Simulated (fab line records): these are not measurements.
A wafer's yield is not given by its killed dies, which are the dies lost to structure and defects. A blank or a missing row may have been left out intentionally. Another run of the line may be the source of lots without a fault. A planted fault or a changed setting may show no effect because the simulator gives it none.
fab line records	flow sky130
[record] lots = 6	wafers = 16	lastDay = 49
route steps=708 shown SD_P@359 RES_XHIGH@360 SALICIDE@361 LI_CONTACT@362 PAD_OPEN@708
lots that met no fault: taken from a fault-free run of the same line
startH: hours from the record's opening day to when the first of the lot's shown wafers began	waitH: time in hours since the lot's previous step	" repeats the value in the row above	L1.1+2: one row covering several wafers at once	- no value, or no start was given	* or withheld: withheld	< > ~ a bound
route shown NAME@n: names a module that has steps shown in the file, with the first one's number in the route	usual: the fault-free wafers' mean and standard deviation	same: alike in all rows	chamber/n: place in a boat	sites: the reading at each site	_std_site: standard deviation across them	_edge_site: outer sites' mean less inner sites'	radiusMm: how far each site lies from the wafer's centre	mask NAME#n: copy n	behind: the most recent tool/chamber to have shaped the wafer	hold: why the lot was held/for how many hours/how that ended	device: transistor that didn't switch, given as n, p or np	end of line: the route-end tests of the same wafers	a step with no rows: only its recipe	killed: dies lost to structure and defects at the first sort, not the wafer's yield	map: the dies of a wafer, with x for killed, . for not killed, _ for no die there
set.NAME: the setting the step ran with; set.NAME@STEP: the setting that earlier step ran with	model.NAME: the simulator's own value behind a step, which no gauge read
a table for each step, a row for each wafer; lots at some steps of the route
services: a tool's chamber out of use, with start hour (startH, from the record's first day; less than 0 if before it), hours out, and reason
[[steps]]
[step SKY_SD_N_RS_MEAS_17]
[recipe] thkMeasGauge = four-point-probe
[usual] SD_P_RS = 147.12/0.29
lot.wafer	tool	chamber	startH	waitH	SD_P_RS[ohm/sq]
L722.1	filmMetro-04	-	653.10	0.1	147.14
L722.2	"	-	"	"	147.25
L722.4	"	-	"	"	147.11
L727.2	filmMetro-03	-	692.19	0.1	147.65
L727.3	"	-	"	"	147.34
L727.4	"	-	"	"	147.12
L729.2	filmMetro-02	-	710.05	0.1	147.29
L729.3	"	-	"	"	146.65
L731.1	filmMetro-04	-	726.85	0.1	146.99
L731.5	"	-	"	"	147.55
L736.1	filmMetro-04	-	771.29	0.1	147.22
L736.3	"	-	"	"	147.22
L736.6	"	-	"	"	147.11
L740.2	filmMetro-02	-	793.26	0.1	147.18
L740.3	"	-	"	"	147.34
L740.4	"	-	"	"	147.08
[step SKY_SD_N_RS_MEAS_18]
[recipe] thkMeasGauge = four-point-probe
[usual] RES_XHIGH_RS = 333.4/1.2
lot.wafer	tool	chamber	startH	waitH	RES_XHIGH_RS[ohm/sq]
L722.1	filmMetro-04	-	653.22	0.1	332.9
L722.2	"	-	"	"	331.2
L722.4	"	-	"	"	331.8
L727.2	filmMetro-03	-	692.31	0.1	334.0
L727.3	"	-	"	"	334.0
L727.4	"	-	"	"	332.5
L729.2	filmMetro-02	-	710.17	0.1	333.9
L729.3	"	-	"	"	333.9
L731.1	filmMetro-04	-	726.97	0.1	331.5
L731.5	"	-	"	"	331.6
L736.1	filmMetro-04	-	771.41	0.1	331.3
L736.3	"	-	"	"	332.1
L736.6	"	-	"	"	331.7
L740.2	filmMetro-02	-	793.38	0.1	333.6
L740.3	"	-	"	"	332.7
L740.4	"	-	"	"	334.9
[step SKY_SALICIDE_CLEAN_00]
[recipe] chemistry = HF-last	timeS = 30	dilution = 100:1	dry = ipaMarangoni
[step SKY_LI_CONTACT_HDPCVD_00]
[recipe] material = PSG	targetThkNm = 930	sigmaOpenFrac = 0.3	timeS = 155	tempC = 600	sih4FlowSccm = 60	pressureMtorr = 6
[step SKY_LI_CONTACT_THK_MEAS_01]
[recipe] reads = PSG_of_LI_CONTACT_HDPCVD_00
[usual] LI_CONTACT_HDPCVD_THK = 934/13
lot.wafer	tool	chamber	startH	waitH	LI_CONTACT_HDPCVD_THK[nm]
L722.1	filmMetro-02	-	653.46	0.1	920
L722.2	"	-	"	"	904
L722.4	"	-	"	"	922
L727.2	filmMetro-04	-	692.56	0.1	942
L727.3	"	-	"	"	928
L727.4	"	-	"	"	926
L729.2	filmMetro-03	-	710.39	0.1	912
L729.3	"	-	"	"	915
L731.1	filmMetro-03	-	727.21	0.1	955
L731.5	"	-	"	"	934
L736.1	filmMetro-02	-	771.65	0.1	940
L736.3	"	-	"	"	939
L736.6	"	-	"	"	938
L740.2	filmMetro-02	-	793.63	0.1	931
L740.3	"	-	"	"	942
L740.4	"	-	"	"	952
[step SKY_LI_CONTACT_CMP_02]
[recipe] material = PSG	downForcePsi = 4	platenRpm = 60	padVelocityMS = 0.94248
[usual] edgeZonePressureFrac = 1.000/0.005	headPressurePsi = 3.999/0.0084	motorCurrentA = 12.5/1.2	slurryFlowMlMin = 150.0/0.48	timeToEndpointS = 33.2/2.5
lot.wafer	tool	chamber	startH	waitH	edgeZonePressureFrac	headPressurePsi	motorCurrentA	slurryFlowMlMin	timeToEndpointS
L722.2	cmp-02	0	653.52	0.0	0.997	4.006	11.0	150.2	29.2
L722.1	"	1	"	"	1.005	3.998	11.9	150.7	30.4
L722.4	"	2	"	"	1.004	4.001	14.0	150.2	30.2
L727.2	cmp-02	3	692.61	0.0	0.997	3.991	12.6	150.5	36.8
L727.3	"	1	"	"	1.006	4.009	12.7	150.1	35.7
L727.4	"	2	"	"	1.002	4.009	14.0	149.0	33.1
L729.3	cmp-02	1	710.44	0.0	1.003	3.991	12.4	150.4	32.2
L729.2	"	2	"	"	0.997	3.996	14.3	150.1	30.8
L731.1	cmp-02	0	727.37	0.1	0.994	3.999	10.8	149.8	36.2
L731.5	"	2	"	"	1.002	4.005	13.9	149.7	31.1
L736.3	cmp-02	2	771.71	0.0	1.003	4.012	13.4	150.3	33.1
L736.1	"	3	"	"	0.994	3.983	12.6	150.0	35.7
L736.6	"	2	"	"	0.996	4.011	14.0	150.3	37.1
L740.3	cmp-02	0	793.73	0.1	0.994	4.005	10.7	149.7	30.3
L740.4	"	1	"	"	0.991	4.000	11.8	150.3	34.5
L740.2	"	2	"	"	1.000	3.995	14.6	149.9	29.8
[step SKY_LI_CONTACT_BOW_MEAS_03]
[recipe] mode = bow
[usual] LI_CONTACT_BOW = 54/7.2
lot.wafer	tool	chamber	startH	waitH	LI_CONTACT_BOW[um]
L722.1	filmMetro-03	-	653.82	0.2	64
L722.2	"	-	"	"	57
L722.4	"	-	"	"	43
L727.2	filmMetro-03	-	692.93	0.3	59
L727.3	"	-	"	"	66
L727.4	"	-	"	"	45
L729.2	filmMetro-02	-	710.76	0.2	58
L729.3	"	-	"	"	53
L731.1	filmMetro-04	-	727.57	0.1	46
L731.5	"	-	"	"	47
L736.1	filmMetro-04	-	772.01	0.2	42
L736.3	"	-	"	"	54
L736.6	"	-	"	"	61
L740.2	filmMetro-03	-	794.00	0.1	45
L740.3	"	-	"	"	66
L740.4	"	-	"	"	52
[step SKY_LI_CONTACT_DEHYDRATE_04]
[recipe] tempC = 200	timeS = 60
[step SKY_LI_CONTACT_HMDS_05]
[recipe] primeTimeS = 60	primeTempC = 120
[step SKY_LI_CONTACT_COAT_06]
[recipe] resist = BARC	tempC = withheld	timeS = withheld	spinRpm = 3000	resistThkNm = 60
[step SKY_LI_CONTACT_COAT_07]
[recipe] resist = KrF-thick	spinRpm = 3000	resistThkNm = 450
[step SKY_LI_CONTACT_SOFTBAKE_08]
[recipe] tempC = 100	timeS = 90	resist = KrF-thick
[step SKY_LI_CONTACT_EXPOSE_09]
[recipe] maskId = LICM1	na = 0.8	sourceShape = annular	sigmaInner = 0.55	sigmaOuter = 0.85	targetCdNm = 170	doseMj = 38
lot.wafer	tool	chamber	startH	waitH	mask
L722.1+2+4	krfScanner-01	0	668.12	-	LICM1#0
L727.2+3+4	krfScanner-01	0	707.51	-	LICM1#0
L729.2+3	krfScanner-02	0	724.42	-	LICM1#0
L731.1+5	krfScanner-02	0	741.44	-	LICM1#0
L736.1+3+6	krfScanner-01	0	785.42	-	LICM1#0
L740.2+3+4	krfScanner-02	0	806.19	-	LICM1#0
[step SKY_LI_CONTACT_PEB_10]
[recipe] pebTempC = withheld	pebTimeS = withheld	resist = KrF-thick
[step SKY_LI_CONTACT_DEVELOP_11]
[recipe] developTimeS = 60	resist = KrF-thick	devTempC = 21
[step SKY_LI_CONTACT_CD_MEAS_12]
[recipe] targetCdNm = 170
[usual] cdNm = 170.4/1.7
lot.wafer	tool	chamber	startH	waitH	cdNm
L722.1	cdSem-02	-	682.01	-	169.0
L722.2	"	-	"	"	170.9
L722.4	"	-	"	"	167.6
L727.2	cdSem-01	-	720.83	-	173.2
L727.3	"	-	"	"	170.8
L727.4	"	-	"	"	171.8
L729.2	cdSem-02	-	738.09	-	172.5
L729.3	"	-	"	"	151.0
L731.1	cdSem-01	-	754.51	-	149.6
L731.5	"	-	"	"	167.9
L736.1	cdSem-02	-	798.32	-	168.5
L736.3	"	-	"	"	168.0
L736.6	"	-	"	"	168.8
L740.2	cdSem-02	-	819.88	-	168.7
L740.3	"	-	"	"	168.7
L740.4	"	-	"	"	167.0
[step SKY_LI_CONTACT_OVL_MEAS_13]
[usual] LI_CONTACT_OVL = -1/5.7
lot.wafer	tool	chamber	startH	waitH	LI_CONTACT_OVL[nm]
L722.1	overlay-01	-	682.13	0.1	-3
L722.2	"	-	"	"	0
L722.4	"	-	"	"	-7
L727.2	overlay-01	-	720.94	0.1	-1
L727.3	"	-	"	"	-5
L727.4	"	-	"	"	6
L729.2	overlay-02	-	738.19	0.1	-3
L729.3	"	-	"	"	-4
L731.1	overlay-01	-	754.63	0.1	2
L731.5	"	-	"	"	0
L736.1	overlay-02	-	798.44	0.1	14
L736.3	"	-	"	"	15
L736.6	"	-	"	"	5
L740.2	overlay-01	-	819.99	0.1	3
L740.3	"	-	"	"	0
L740.4	"	-	"	"	3
[step SKY_LI_CONTACT_ETCH_14]
[recipe] chemistry = N2/H2	target = BARC	ionEnergyEv = 200	sourceW = 500	biasW = 100	pressureMtorr = 30	n2FlowSccm = 100	h2FlowSccm = 200	stopOn = SiO2	timeS = 45.9	targetDepthA = 600
[usual] drypumpMotorCurrentA = 5.7/0.44	h2FlowSccm = 200.0/0.59	oesProductAu = 0.855/0.0051	throttleValvePct = 13.225/0.009
lot.wafer	tool	chamber	startH	waitH	drypumpMotorCurrentA	h2FlowSccm	oesProductAu	rfHoursCounterH	throttleValvePct	model.LI_CONTACT.cdNm
L722.1	rieDiel-04	2	682.17	0.0	5.5	201.0	0.854	34	13.231	170
L722.2	"	0	"	"	6.4	200.4	0.853	45	13.231	171.9
L722.4	"	1	"	"	5.6	200.0	0.856	11	13.232	167.5
L727.2	rieDiel-02	3	720.97	0.0	5.3	200.6	0.855	16	13.228	172.7
L727.3	"	1	"	"	5.9	200.3	0.865	9	13.226	170.3
L727.4	"	0	"	"	6.3	200.7	0.855	10	13.231	171.3
L729.2	rieDiel-04	2	738.22	0.0	5.5	200.1	0.847	36	13.214	172.1
L729.3	"	3	"	"	5.1	199.3	0.857	11	13.232	151.1
L731.1	rieDiel-01	3	754.67	0.0	5.7	199.6	0.856	10	13.225	148.6
L731.5	"	1	"	"	6.2	199.6	0.860	-	13.238	167.8
L736.1	rieDiel-04	3	798.48	0.0	5.0	200.3	0.850	14	13.251	168.1
L736.3	"	0	"	"	6.3	200.3	0.855	1	13.232	168.8
L736.6	"	3	"	"	5.1	200.6	0.858	-	13.210	168.3
L740.2	rieDiel-02	1	820.02	0.0	5.9	198.4	0.862	11	13.212	168.7
L740.3	"	2	"	"	5.2	200.0	0.858	8	13.210	167.4
L740.4	"	0	"	"	6.3	201.2	0.853	12	13.214	166.5
[step SKY_LI_CONTACT_ETCH_15]
[recipe] target = PSG	chemistry = C4F8/O2/Ar	stopOn = Si	taperDeg = 4.15	maskMaterial = KrF-thick	sourceW = 1500	biasW = 1200	pressureMtorr = 40	c4f8FlowSccm = withheld	O2_flow_sccm = 6	Ar_flow_sccm = 300	timeS = withheld	targetDepthA = 6000
[usual] oesProductAu = 0.837/0.0043
lot.wafer	tool	chamber	startH	waitH	oesProductAu	model.LI_CONTACT.cdNm
L722.1	rieDiel-04	2	682.21	0.0	0.839	170
L722.2	"	0	"	"	0.830	172.1
L722.4	"	1	"	"	0.836	166.8
L727.2	rieDiel-02	3	721.01	0.0	0.836	171.2
L727.3	"	1	"	"	0.841	170.1
L727.4	"	0	"	"	0.835	170.4
L729.2	rieDiel-04	2	738.26	0.0	0.835	172.1
L729.3	"	3	"	"	0.838	151
L731.1	rieDiel-01	3	754.71	0.0	0.827	148.3
L731.5	"	1	"	"	0.832	167.6
L736.1	rieDiel-04	3	798.52	0.0	0.832	168.3
L736.3	"	0	"	"	0.839	168.8
L736.6	"	3	"	"	0.828	168.1
L740.2	rieDiel-02	1	820.06	0.0	0.837	169.6
L740.3	"	2	"	"	0.842	167.4
L740.4	"	0	"	"	0.844	165.8
[step SKY_LI_CONTACT_STRIP_16]
[recipe] chemistry = O2/N2	powerW = 1400	pressureMtorr = 1500	platenTempC = withheld	o2FlowSccm = 3000	n2FlowSccm = 300	overashFraction = 0.5
[usual] drypumpMotorCurrentA = 5.6/0.47	oesProductAu = 0.375/0.0047	stripTimeToEndpointS = 3.50/0.041
lot.wafer	tool	chamber	startH	waitH	drypumpMotorCurrentA	oesProductAu	rfHoursCounterH	stripTimeToEndpointS
L722.1	plasmaAsher-04	1	682.29	-	5.9	0.373	96	3.50
L722.2	"	0	"	"	4.8	0.375	96	3.44
L722.4	"	0	"	"	4.8	0.379	-	3.51
L727.2	plasmaAsher-03	0	721.09	-	6.0	0.385	27	3.54
L727.3	"	0	"	"	6.0	0.378	-	3.45
L727.4	"	1	"	"	5.6	0.372	-	3.46
L729.2	plasmaAsher-03	0	738.35	-	6.0	0.380	29	3.53
L729.3	"	0	"	"	6.0	0.375	-	3.49
L731.1	plasmaAsher-01	0	754.79	-	5.9	0.377	64	3.46
L731.5	"	1	"	"	5.9	0.369	-	3.47
L736.1	plasmaAsher-03	0	798.61	-	6.0	0.375	35	3.53
L736.3	"	0	"	"	6.0	0.378	-	3.51
L736.6	"	0	"	"	6.0	0.376	-	3.54
L740.2	plasmaAsher-01	0	820.15	-	5.9	0.372	71	3.48
L740.3	"	1	"	"	5.9	0.375	-	3.53
L740.4	"	0	"	"	5.9	0.372	-	3.51
[step SKY_PAD_OPEN_PROBE_99]
lot.wafer	tool	chamber	startH	waitH	model.etest.liconPdiff.rcOhm	model.etest.pfetG5v0d10v5.rOnOhmUm	model.etest.pfet_01v8.rOnOhmUm	model.etest.liconHighPo.rcOhm	model.etest.nfetG5v0d10v5.rOnOhmUm	model.etest.liconNdiff.rcOhm	model.etest.sonosUncharged.rOnOhmUm	model.etest.liconPoly.rcOhm
L722.1	prober-02	-	1081.55	0.1	577	4768	2976	346.6	1884	187.2	835	152.7
L722.2	prober-02	-	1081.60	0.1	541.4	4686	2922	347.3	1865	175.3	790.3	149.1
L722.4	prober-02	-	1081.70	0.2	610.3	4788	2950	377.9	1887	187.8	814.9	159.2
L727.2	prober-02	-	1110.08	0.1	591.3	4720	2841	347.6	1872	178.3	811.6	153.4
L727.3	prober-02	-	1110.13	0.2	564.8	4733	2809	348.1	1889	184.2	808.9	156.6
L727.4	prober-02	-	1110.18	0.2	566.7	4622	2769	354.8	1839	176.9	801.8	151
L729.2	prober-02	-	1123.69	0.1	583	4846	2974	343.6	1902	174.6	821	152.8
L729.3	prober-02	-	1123.74	0.2	711.7	4993	3046	393.3	1925	211	850.3	176.5
L731.1	prober-02	-	1133.97	0.1	688.6	4824	2878	399.4	1908	220.4	822.7	176.5
L731.5	prober-02	-	1134.17	0.2	563.7	4697	2816	355.2	1880	185.8	801.7	152.1
L736.1	prober-01	-	1163.96	0.1	603.4	4777	2924	352	1888	185.9	811.1	157.9
L736.3	prober-01	-	1164.06	0.2	615.9	4751	2920	345.1	1869	178.6	810.5	155.3
L736.6	prober-01	-	1164.21	0.2	598.6	4724	2878	365.5	1870	183.6	809.9	154.9
L740.2	prober-01	-	1178.44	0.1	557.1	4779	2906	363.7	1893	178.4	821.1	147.8
L740.3	prober-01	-	1178.49	0.2	582	4818	2912	371.1	1893	185.1	812.8	155.1
L740.4	prober-01	-	1178.54	0.2	613.3	4810	2928	380.1	1888	188.6	815.3	159
// killed by level:class
L722.1 LI_CONTACT:geometricParticle:open=12 CONTACT:geometricParticle:open=11 VIA3:geometricParticle:open=10 VIA1:geometricParticle:short=8 VIA1:geometricParticle:open=7 METAL1:geometricParticle:short=5 VIA2:geometricParticle:open=4 CONTACT:geometricParticle:short=4
L722.2 CONTACT:geometricParticle:open=10 VIA2:geometricParticle:open=8 VIA1:geometricParticle:open=7 VIA3:geometricParticle:open=7 LI_CONTACT:geometricParticle:open=6 METAL1:geometricParticle:short=6 VIA3:geometricParticle:short=6 LOCAL_INTERCONNECT:geometricParticle:short=5
L722.4 CONTACT:geometricParticle:open=10 VIA1:geometricParticle:open=9 VIA3:geometricParticle:open=7 CONTACT:geometricParticle:short=6 FIELD_ISO:geometricParticle:short=5 POLY_GATE:geometricParticle:short=5 METAL1:geometricParticle:short=5 VIA1:geometricParticle:short=5
L727.2 VIA1:geometricParticle:open=11 VIA2:geometricParticle:open=7 CONTACT:geometricParticle:open=6 VIA3:geometricParticle:open=6 LI_CONTACT:geometricParticle:open=5 FIELD_ISO:geometricParticle:open=4 METAL2:geometricParticle:short=4 LOCAL_INTERCONNECT:geometricParticle:short=3
L727.3 VIA1:geometricParticle:open=7 VIA2:geometricParticle:open=7 VIA3:geometricParticle:open=6 LI_CONTACT:geometricParticle:open=5 METAL1:geometricParticle:short=5 LI_CONTACT:geometricParticle:short=4 CONTACT:geometricParticle:open=4 METAL2:geometricParticle:short=4
L727.4 CONTACT:geometricParticle:open=11 VIA1:geometricParticle:open=9 LI_CONTACT:geometricParticle:open=7 VIA2:geometricParticle:open=6 METAL1:geometricParticle:short=6 METAL2:geometricParticle:short=6 CONTACT:geometricParticle:short=5 METAL3:geometricParticle:short=5
L736.1 VIA1:geometricParticle:open=14 CONTACT:geometricParticle:open=10 LI_CONTACT:geometricParticle:open=9 METAL1:geometricParticle:short=6 CONTACT:geometricParticle:short=5 FIELD_ISO:geometricParticle:open=4 VIA2:geometricParticle:open=4 FIELD_ISO:geometricParticle:short=3
L736.3 VIA1:geometricParticle:open=12 METAL2:geometricParticle:short=7 METAL1:geometricParticle:short=6 VIA1:geometricParticle:short=6 LOCAL_INTERCONNECT:geometricParticle:short=5 FIELD_ISO:geometricParticle:short=4 LI_CONTACT:geometricParticle:open=4 CONTACT:geometricParticle:open=4
L736.6 VIA1:geometricParticle:open=15 METAL2:geometricParticle:short=9 METAL1:geometricParticle:short=7 VIA1:geometricParticle:short=7 VIA3:geometricParticle:open=7 FIELD_ISO:geometricParticle:short=6 LI_CONTACT:geometricParticle:open=5 CONTACT:geometricParticle:open=5
L740.2 VIA2:geometricParticle:open=12 CONTACT:geometricParticle:open=11 VIA1:geometricParticle:open=9 LI_CONTACT:geometricParticle:open=8 VIA1:geometricParticle:short=8 METAL1:geometricParticle:short=7 VIA3:geometricParticle:short=5 VIA3:geometricParticle:open=5
L740.3 VIA2:geometricParticle:open=10 CONTACT:geometricParticle:open=6 VIA1:geometricParticle:open=6 POLY_GATE:geometricParticle:short=5 METAL2:geometricParticle:short=5 FIELD_ISO:geometricParticle:open=4 METAL1:geometricParticle:short=4 VIA3:geometricParticle:open=4
L740.4 VIA1:geometricParticle:open=17 LI_CONTACT:geometricParticle:open=6 CONTACT:geometricParticle:open=6 VIA2:geometricParticle:open=4 VIA3:geometricParticle:open=4 FIELD_ISO:geometricParticle:open=2 FIELD_ISO:geometricParticle:short=2 POLY_GATE:geometricParticle:short=2
[[services]]
tool	chamber	startH	hours	kind
rieDiel-04	-	631.72	14.6	pm
rieDiel-02	3	641.88	6.6	repair
krfScanner-02	-	643.02	1.0	pm
krfScanner-01	-	649.93	4.0	pm
plasmaAsher-03	-	658.24	15.6	pm
rieDiel-04	2	664.35	6.6	repair
krfScanner-02	-	665.00	3.6	pm
rieDiel-02	-	669.90	1.2	repair
krfScanner-02	-	679.21	0.5	repair
krfScanner-02	-	695.16	1.3	pm
cmp-02	-	697.87	0.3	repair
krfScanner-01	-	699.61	0.5	repair
krfScanner-02	-	703.76	0.8	pm
plasmaAsher-03	-	745.30	1.6	repair
cmp-02	-	750.62	4.0	pm
krfScanner-01	-	759.83	1.3	pm
rieDiel-02	0	768.13	8.8	repair
krfScanner-01	-	776.06	0.8	pm
krfScanner-01	-	788.90	17.8	repair
cmp-02	-	801.94	3.8	pm
krfScanner-01	-	806.74	1.0	pm
krfScanner-02	-	807.74	4.0	pm
cmp-02	-	808.34	0.3	repair
plasmaAsher-03	-	811.69	2.8	pm
[[key]]
[firstSign] step = SKY_LI_CONTACT_CD_MEAS_12	reading = cdNm	direction = down	sigmas = 12	usual = 170.4	struck = 150.3
effect none on later readings
[modelEffect] step = SKY_LI_CONTACT_ETCH_14	value = LI_CONTACT.cdNm	without = 169.3	struck = 149.9
[modelEffect] step = SKY_LI_CONTACT_ETCH_15	value = LI_CONTACT.cdNm	without = 169.1	struck = 149.7
[modelEffect] step = SKY_PAD_OPEN_PROBE_99	value = etest.liconPdiff.rcOhm	without = 580.5	struck = 700.2
metAt SKY_LI_CONTACT_EXPOSE_09
struckWafers L729.3,L731.1
sortLeftOut L729.3,L731.1
testerLeftOut L729,L731
[fault] kind = processParameterDrift	tool = krfScanner-02	chamber = -	onsetH = 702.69	steps = SKY_LI_CONTACT_EXPOSE_09	channel = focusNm	offset = 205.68	shape = step	endH = 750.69	scope = struckWafersOnly
// testerLeftOut: of these lots the tester's yield and bins aren't shown, on N5 and GAA mostly nor the transistor test; their killed dies are dies lost to structure and defects alone, not to doping, threshold or leakage, so they don't give the yield
// sortLeftOut: the simulated sort isn't trusted on such a fault, so these wafers' sort isn't shown, and their yield isn't known
